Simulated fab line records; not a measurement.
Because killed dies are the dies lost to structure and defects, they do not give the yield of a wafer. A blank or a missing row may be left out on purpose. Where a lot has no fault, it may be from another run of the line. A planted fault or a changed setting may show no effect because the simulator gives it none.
Comparing a struck lot with a sound one | flow gf180mcu | 15 steps out of a route of 602
Sound: these wafers, L744.2, L744.3, L744.4. Struck: wafer L755.3 (left out: L755.4, L755.6 of the same lot, which were not struck); the cause appears at the end.
Order at every step that has rows: each side's tool, ch and its chambers, its first start. Under that, the readings that differ: sound wafers | struck wafers | difference of the means | sigmas: that difference in standard deviations of wafers without a fault.
alike: readings with means less than 2 such deviations apart, plus words and numbers identical on both sides. not compared: withheld readings, readings lacking a value on some wafer, bounds such as >300 that could conceal the same value, and numbers that have no deviation in the record and whose values overlap.
Wherever a step has rows on one side only, a row that says differs or no value, or a row with sigmas, the two part there. Numbers that don't overlap but have no deviation are shown without sigmas and don't part them. A reading missing from all wafers of one side parts the sides only when that side holds two or more wafers.

first, 8 steps without rows for these wafers: GF_V5_DEHYDRATE_06 (time 60 s); GF_V5_HMDS_07 (prime time 60 s); GF_V5_COAT_08; GF_V5_COAT_09 (resist thk 1000 nm); GF_V5_SOFTBAKE_10 (time 60 s); GF_V5_EXPOSE_11 (exposes mask Via5, target cd 260 nm); GF_V5_PEB_12 (peb time 90 s); GF_V5_DEVELOP_13 (develop time 60 s).
GF_V5_CD_MEAS_14 targets a cd of 260 nm.
  sound on cdSem-01 at day 28 13:58; struck on cdSem-01 at day 31 13:14
  alike: cdNm
GF_V5_OVL_MEAS_15:
  sound on overlay-01 at day 28 14:05; struck on overlay-02 at day 31 13:19
  alike: V5_OVL
GF_V5_ETCH_16: etches BARC in N2/H2.
  sound on rieDiel-03 ch 1,2,3, day 28 14:07; struck on rieDiel-04 ch 3, day 31 13:20
  alike: biasW, drypumpMotorCurrentA, oesProductAu, throttleValvePct
GF_V5_ETCH_17: etches SiO2 in C4F8/O2/Ar, stops on TiN, target depth 855 nm.
  sound: rieDiel-03 ch 1,2,3; struck: rieDiel-04 ch 3
reading   | sound          | struck | difference | sigmas
biasW (W) | 1197 1200 1196 | 1206   | +8         | +3
  alike: oesProductAu
GF_V5_STRIP_18: strips in O2/N2.
  sound on plasmaAsher-04 ch 0,1, day 28 14:16; struck on plasmaAsher-04 ch 1, day 31 13:32
reading           | sound             | struck | difference | sigmas
n2FlowSccm (sccm) | 300.6 298.4 299.0 | 239.6  | -59.7      | -70
  alike: drypumpMotorCurrentA, heaterPowerW, oesProductAu
  not compared: rfHoursCounterH
then, 2 steps without rows for these wafers: GF_V5_STRIP_19 (strips in post etch residue remover, time 1200 s); GF_PASSIVATION_PROBE_99.

## WHERE THEY PART
Earliest at GF_V5_ETCH_17; latest, in this record, at GF_V5_STRIP_18.

WHY: what the simulator had put in
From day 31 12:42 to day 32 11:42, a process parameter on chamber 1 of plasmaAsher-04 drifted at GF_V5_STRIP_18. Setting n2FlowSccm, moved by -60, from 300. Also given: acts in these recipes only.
